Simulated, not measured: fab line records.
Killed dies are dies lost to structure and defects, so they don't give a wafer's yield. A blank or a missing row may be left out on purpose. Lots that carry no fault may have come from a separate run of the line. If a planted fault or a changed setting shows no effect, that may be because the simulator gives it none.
fab line records / flow sky130
record lots=6 wafers=18 last_day=50
route steps=708 shown NWELL@63
lots with no fault: from the same line, run without faults
start_h: start of the lot's first displayed wafer, in hours after the record's first day / wait_h: how many hours have passed since the lot's step before this one / " identical to the entry in the row above / L1.1+2: one row covering several wafers at once / - no value, or no start given / * or withheld: withheld / < > ~ a bound
route shown NAME@n: NAME is a module with steps in the file, n the number in the route of the first one / usual: mean/standard deviation of fault-free wafers / same: alike in all rows / chamber/n: place in a boat / sites: readings site by site / _std_site: the standard deviation of these / _edge_site: outer sites' mean less inner sites' / radius_mm: for every site, how far away it sits from the centre of the wafer / mask NAME#n: copy n / behind: tool/chamber where the wafer was last shaped / hold: the reason the lot was held/the length of the hold in hours/how it ended / device: the n, p or np transistor that did not switch / end of line: at the end of the route, the tests of the same wafers / a step without rows: its recipe alone / killed: dies that structure and defects cost at the first sort, which is not the same as the wafer's yield / map: per-die view of a wafer (x killed, . not killed, _ where there is no die)
set.NAME: setting as actually run; set.NAME@STEP: the setting as run at that earlier step / model.NAME: the simulator's own value behind a step, which no gauge read
lots at selected steps of the route; one table per step, one row per wafer
services: from which hour (start_h, from the record's first day; less than 0 if before it) a tool's chamber was out of use, for how many hours, and why
## steps
# step SKY_NWELL_OVL_MEAS_10
# usual NWELL_00_OVL=0.2/1.8
lot.wafer=L206.1 tool=overlay-02 chamber=- start_h=94.44 wait_h=- NWELL_00_OVL[nm]=2.8
lot.wafer=L206.4 tool=overlay-02 chamber=- start_h=94.44 wait_h=- NWELL_00_OVL[nm]=0.7
lot.wafer=L206.5 tool=overlay-02 chamber=- start_h=94.44 wait_h=- NWELL_00_OVL[nm]=3.6
lot.wafer=L213.1 tool=overlay-01 chamber=- start_h=132.94 wait_h=- NWELL_00_OVL[nm]=2.9
lot.wafer=L213.2 tool=overlay-01 chamber=- start_h=132.94 wait_h=- NWELL_00_OVL[nm]=1.8
lot.wafer=L213.5 tool=overlay-01 chamber=- start_h=132.94 wait_h=- NWELL_00_OVL[nm]=2.7
lot.wafer=L217.1 tool=overlay-01 chamber=- start_h=161.24 wait_h=- NWELL_00_OVL[nm]=-0.3
lot.wafer=L217.3 tool=overlay-01 chamber=- start_h=161.24 wait_h=- NWELL_00_OVL[nm]=1.3
lot.wafer=L217.6 tool=overlay-01 chamber=- start_h=161.24 wait_h=- NWELL_00_OVL[nm]=0.9
lot.wafer=L218.3 tool=overlay-02 chamber=- start_h=166.92 wait_h=- NWELL_00_OVL[nm]=0.3
lot.wafer=L218.5 tool=overlay-02 chamber=- start_h=166.92 wait_h=- NWELL_00_OVL[nm]=1.2
lot.wafer=L218.6 tool=overlay-02 chamber=- start_h=166.92 wait_h=- NWELL_00_OVL[nm]=0.3
lot.wafer=L224.2 tool=overlay-02 chamber=- start_h=196.87 wait_h=- NWELL_00_OVL[nm]=-0.5
lot.wafer=L224.3 tool=overlay-02 chamber=- start_h=196.87 wait_h=- NWELL_00_OVL[nm]=-1.4
lot.wafer=L224.6 tool=overlay-02 chamber=- start_h=196.87 wait_h=- NWELL_00_OVL[nm]=-0.2
lot.wafer=L227.2 tool=overlay-02 chamber=- start_h=214.29 wait_h=- NWELL_00_OVL[nm]=-1.3
lot.wafer=L227.5 tool=overlay-02 chamber=- start_h=214.29 wait_h=- NWELL_00_OVL[nm]=-1.9
lot.wafer=L227.6 tool=overlay-02 chamber=- start_h=214.29 wait_h=- NWELL_00_OVL[nm]=-2.2
# step SKY_NWELL_IMPLANT_11
# recipe species=P energy_kev=400 dose_cm2=1.9e+13 tilt_deg=withheld
# step SKY_NWELL_IMPLANT_12
# recipe species=P energy_kev=120 dose_cm2=1.3e+12 tilt_deg=withheld
# step SKY_NWELL_IMPLANT_13
# recipe species=P energy_kev=50 dose_cm2=7e+11 tilt_deg=withheld
# step SKY_NWELL_STRIP_14
# recipe chemistry=O2/N2 power_w=1400 pressure_mtorr=1500 platen_temp_c=withheld o2_flow_sccm=3000 n2_flow_sccm=300 overash_fraction=0.5207
# usual drypump_motor_current_A=5.87/0.29 o2_flow_sccm=3000/8.1 oes_product_au=0.716/0.0045 strip_time_to_endpoint_s=36.99/0.1
lot.wafer=L206.1 tool=plasma_asher-01 chamber=0 start_h=95.60 wait_h=0.1 drypump_motor_current_A=5.70 o2_flow_sccm=3002 oes_product_au=0.712 rf_hours_counter_h=44 strip_time_to_endpoint_s=37.00
lot.wafer=L206.4 tool=plasma_asher-01 chamber=1 start_h=95.60 wait_h=0.1 drypump_motor_current_A=5.73 o2_flow_sccm=3015 oes_product_au=0.712 rf_hours_counter_h=- strip_time_to_endpoint_s=37.02
lot.wafer=L206.5 tool=plasma_asher-01 chamber=0 start_h=95.60 wait_h=0.1 drypump_motor_current_A=5.75 o2_flow_sccm=3002 oes_product_au=0.719 rf_hours_counter_h=- strip_time_to_endpoint_s=37.05
lot.wafer=L213.1 tool=plasma_asher-02 chamber=0 start_h=133.42 wait_h=0.1 drypump_motor_current_A=6.37 o2_flow_sccm=2995 oes_product_au=0.715 rf_hours_counter_h=44 strip_time_to_endpoint_s=36.87
lot.wafer=L213.2 tool=plasma_asher-02 chamber=1 start_h=133.42 wait_h=0.1 drypump_motor_current_A=5.53 o2_flow_sccm=3016 oes_product_au=0.713 rf_hours_counter_h=44 strip_time_to_endpoint_s=36.99
lot.wafer=L213.5 tool=plasma_asher-02 chamber=1 start_h=133.42 wait_h=0.1 drypump_motor_current_A=5.51 o2_flow_sccm=3000 oes_product_au=0.719 rf_hours_counter_h=- strip_time_to_endpoint_s=36.96
lot.wafer=L217.1 tool=plasma_asher-01 chamber=0 start_h=161.72 wait_h=0.1 drypump_motor_current_A=5.69 o2_flow_sccm=3008 oes_product_au=0.714 rf_hours_counter_h=53 strip_time_to_endpoint_s=37.18
lot.wafer=L217.3 tool=plasma_asher-01 chamber=0 start_h=161.72 wait_h=0.1 drypump_motor_current_A=5.74 o2_flow_sccm=3005 oes_product_au=0.720 rf_hours_counter_h=- strip_time_to_endpoint_s=37.09
lot.wafer=L217.6 tool=plasma_asher-01 chamber=1 start_h=161.72 wait_h=0.1 drypump_motor_current_A=5.73 o2_flow_sccm=2992 oes_product_au=0.710 rf_hours_counter_h=- strip_time_to_endpoint_s=37.25
lot.wafer=L218.3 tool=plasma_asher-02 chamber=0 start_h=167.43 wait_h=0.1 drypump_motor_current_A=6.38 o2_flow_sccm=2992 oes_product_au=0.713 rf_hours_counter_h=- strip_time_to_endpoint_s=37.00
lot.wafer=L218.5 tool=plasma_asher-02 chamber=0 start_h=167.43 wait_h=0.1 drypump_motor_current_A=6.38 o2_flow_sccm=3002 oes_product_au=0.716 rf_hours_counter_h=- strip_time_to_endpoint_s=36.94
lot.wafer=L218.6 tool=plasma_asher-02 chamber=1 start_h=167.43 wait_h=0.1 drypump_motor_current_A=5.53 o2_flow_sccm=3005 oes_product_au=0.724 rf_hours_counter_h=- strip_time_to_endpoint_s=36.97
lot.wafer=L224.2 tool=plasma_asher-03 chamber=1 start_h=197.35 wait_h=0.1 drypump_motor_current_A=5.92 o2_flow_sccm=3004 oes_product_au=0.722 rf_hours_counter_h=5 strip_time_to_endpoint_s=37.00
lot.wafer=L224.3 tool=plasma_asher-03 chamber=0 start_h=197.35 wait_h=0.1 drypump_motor_current_A=6.16 o2_flow_sccm=2989 oes_product_au=0.717 rf_hours_counter_h=- strip_time_to_endpoint_s=37.05
lot.wafer=L224.6 tool=plasma_asher-03 chamber=1 start_h=197.35 wait_h=0.1 drypump_motor_current_A=5.98 o2_flow_sccm=3006 oes_product_au=0.716 rf_hours_counter_h=- strip_time_to_endpoint_s=37.01
lot.wafer=L227.2 tool=plasma_asher-01 chamber=0 start_h=214.77 wait_h=0.1 drypump_motor_current_A=5.70 o2_flow_sccm=2994 oes_product_au=0.712 rf_hours_counter_h=58 strip_time_to_endpoint_s=36.94
lot.wafer=L227.5 tool=plasma_asher-01 chamber=0 start_h=214.77 wait_h=0.1 drypump_motor_current_A=5.72 o2_flow_sccm=3006 oes_product_au=0.713 rf_hours_counter_h=- strip_time_to_endpoint_s=36.75
lot.wafer=L227.6 tool=plasma_asher-01 chamber=1 start_h=214.77 wait_h=0.1 drypump_motor_current_A=5.76 o2_flow_sccm=2991 oes_product_au=0.712 rf_hours_counter_h=- strip_time_to_endpoint_s=36.78
# step SKY_NWELL_TW_MEAS_15
# usual NWELL_TW=1834/20
lot.wafer=L206.1 tool=film_metro-03 chamber=- start_h=95.70 wait_h=0.1 NWELL_TW=1828
lot.wafer=L206.4 tool=film_metro-03 chamber=- start_h=95.70 wait_h=0.1 NWELL_TW=1827
lot.wafer=L206.5 tool=film_metro-03 chamber=- start_h=95.70 wait_h=0.1 NWELL_TW=1830
lot.wafer=L213.1 tool=film_metro-03 chamber=- start_h=133.52 wait_h=0.1 NWELL_TW=1796
lot.wafer=L213.2 tool=film_metro-03 chamber=- start_h=133.52 wait_h=0.1 NWELL_TW=1793
lot.wafer=L213.5 tool=film_metro-03 chamber=- start_h=133.52 wait_h=0.1 NWELL_TW=1798
lot.wafer=L217.1 tool=film_metro-01 chamber=- start_h=161.82 wait_h=0.1 NWELL_TW=1857
lot.wafer=L217.3 tool=film_metro-01 chamber=- start_h=161.82 wait_h=0.1 NWELL_TW=1861
lot.wafer=L217.6 tool=film_metro-01 chamber=- start_h=161.82 wait_h=0.1 NWELL_TW=1868
lot.wafer=L218.3 tool=film_metro-01 chamber=- start_h=167.52 wait_h=0.1 NWELL_TW=1878
lot.wafer=L218.5 tool=film_metro-01 chamber=- start_h=167.52 wait_h=0.1 NWELL_TW=1872
lot.wafer=L218.6 tool=film_metro-01 chamber=- start_h=167.52 wait_h=0.1 NWELL_TW=1871
lot.wafer=L224.2 tool=film_metro-02 chamber=- start_h=197.46 wait_h=0.1 NWELL_TW=1817
lot.wafer=L224.3 tool=film_metro-02 chamber=- start_h=197.46 wait_h=0.1 NWELL_TW=1823
lot.wafer=L224.6 tool=film_metro-02 chamber=- start_h=197.46 wait_h=0.1 NWELL_TW=1829
lot.wafer=L227.2 tool=film_metro-01 chamber=- start_h=214.88 wait_h=0.1 NWELL_TW=1854
lot.wafer=L227.5 tool=film_metro-01 chamber=- start_h=214.88 wait_h=0.1 NWELL_TW=1863
lot.wafer=L227.6 tool=film_metro-01 chamber=- start_h=214.88 wait_h=0.1 NWELL_TW=1866
# step SKY_NWELL_DEHYDRATE_16
# recipe temp_c=200 time_s=60
# step SKY_NWELL_HMDS_17
# recipe prime_time_s=60 prime_temp_c=120
# step SKY_NWELL_COAT_18
# recipe spin_rpm=2000 resist_thk_nm=3000
# step SKY_NWELL_SOFTBAKE_19
# recipe temp_c=110 time_s=withheld
# step SKY_NWELL_EXPOSE_20
# recipe mask_id=NWM_COMPLEMENT na=0.6 source_shape=conventional sigma_outer=0.6 polarization=unpolarized target_cd_nm=840 dose_mj=260
# step SKY_NWELL_PEB_21
# recipe temp_c=115 time_s=withheld
# step SKY_NWELL_DEVELOP_22
# recipe wall_angle_deg=90 developer=TMAH develop_time_s=60 dev_temp_c=23
lot.wafer=L206.1+4+5 tool=litho_track-03 chamber=0 start_h=112 wait_h=-
lot.wafer=L213.1+2+5 tool=litho_track-03 chamber=0 start_h=152 wait_h=-
lot.wafer=L217.1+3+6 tool=litho_track-03 chamber=0 start_h=182 wait_h=-
lot.wafer=L218.3+5+6 tool=litho_track-04 chamber=0 start_h=188 wait_h=-
lot.wafer=L224.2+3+6 tool=litho_track-04 chamber=0 start_h=218 wait_h=-
lot.wafer=L227.2+5+6 tool=litho_track-04 chamber=0 start_h=238 wait_h=-
# step SKY_NWELL_OVL_MEAS_23
# usual NWELL_01_OVL=0.8/1.6
lot.wafer=L206.1 tool=overlay-02 chamber=- start_h=112.72 wait_h=- NWELL_01_OVL[nm]=-2.6
lot.wafer=L206.4 tool=overlay-02 chamber=- start_h=112.72 wait_h=- NWELL_01_OVL[nm]=-1.1
lot.wafer=L206.5 tool=overlay-02 chamber=- start_h=112.72 wait_h=- NWELL_01_OVL[nm]=-4.3
lot.wafer=L213.1 tool=overlay-01 chamber=- start_h=152.82 wait_h=- NWELL_01_OVL[nm]=-
lot.wafer=L213.2 tool=overlay-01 chamber=- start_h=152.82 wait_h=- NWELL_01_OVL[nm]=-
lot.wafer=L213.5 tool=overlay-01 chamber=- start_h=152.82 wait_h=- NWELL_01_OVL[nm]=-
lot.wafer=L217.1 tool=overlay-01 chamber=- start_h=182.42 wait_h=- NWELL_01_OVL[nm]=-
lot.wafer=L217.3 tool=overlay-01 chamber=- start_h=182.42 wait_h=- NWELL_01_OVL[nm]=-
lot.wafer=L217.6 tool=overlay-01 chamber=- start_h=182.42 wait_h=- NWELL_01_OVL[nm]=-
lot.wafer=L218.3 tool=overlay-01 chamber=- start_h=188.62 wait_h=- NWELL_01_OVL[nm]=2.0
lot.wafer=L218.5 tool=overlay-01 chamber=- start_h=188.62 wait_h=- NWELL_01_OVL[nm]=2.2
lot.wafer=L218.6 tool=overlay-01 chamber=- start_h=188.62 wait_h=- NWELL_01_OVL[nm]=2.2
lot.wafer=L224.2 tool=overlay-01 chamber=- start_h=218.77 wait_h=- NWELL_01_OVL[nm]=0.8
lot.wafer=L224.3 tool=overlay-01 chamber=- start_h=218.77 wait_h=- NWELL_01_OVL[nm]=1.0
lot.wafer=L224.6 tool=overlay-01 chamber=- start_h=218.77 wait_h=- NWELL_01_OVL[nm]=3.7
lot.wafer=L227.2 tool=overlay-02 chamber=- start_h=238.17 wait_h=- NWELL_01_OVL[nm]=0.6
lot.wafer=L227.5 tool=overlay-02 chamber=- start_h=238.17 wait_h=- NWELL_01_OVL[nm]=0.6
lot.wafer=L227.6 tool=overlay-02 chamber=- start_h=238.17 wait_h=- NWELL_01_OVL[nm]=1.0
# step SKY_NWELL_IMPLANT_24
# recipe species=B energy_kev=140 dose_cm2=9.2e+12 tilt_deg=withheld
## services
tool=plasma_asher-03 chamber=- start_h=108.75 hours=9.0 kind=pm
tool=plasma_asher-03 chamber=0 start_h=108.75 hours=9.0 kind=vent_cycle
tool=plasma_asher-03 chamber=1 start_h=108.75 hours=9.0 kind=vent_cycle
tool=plasma_asher-03 chamber=0 start_h=117.75 hours=- kind=clean
tool=plasma_asher-03 chamber=1 start_h=117.75 hours=- kind=clean
tool=plasma_asher-03 chamber=- start_h=129.83 hours=25.0 kind=pm
tool=plasma_asher-02 chamber=- start_h=141.49 hours=2.5 kind=repair
## key
first_sign step=SKY_NWELL_OVL_MEAS_23 reading=NWELL_01_OVL direction=missing
effect none on later readings
met_at SKY_NWELL_DEVELOP_22
struck_wafers L213.1,L213.2,L213.5,L217.1,L217.3,L217.6
sort_left_out L213.1,L213.2,L213.5,L217.1,L217.3,L217.6
tester_left_out L213,L217
onset_between 112 152
fault kind=process_parameter_drift tool=litho_track-03 chamber=- onset_h=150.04 steps=SKY_NWELL_DEVELOP_22 channel=develop_time_s offset=* shape=step end_h=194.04 acts_in=* stated=*
# tester_left_out: of these lots the tester's yield and bins aren't shown, on N5 and GAA mostly nor the transistor test; their killed dies are dies lost to structure and defects alone, not to doping, threshold or leakage, so they don't give the yield
# sort_left_out: the simulated sort isn't trusted on such a fault, so these wafers' sort isn't shown, and their yield isn't known
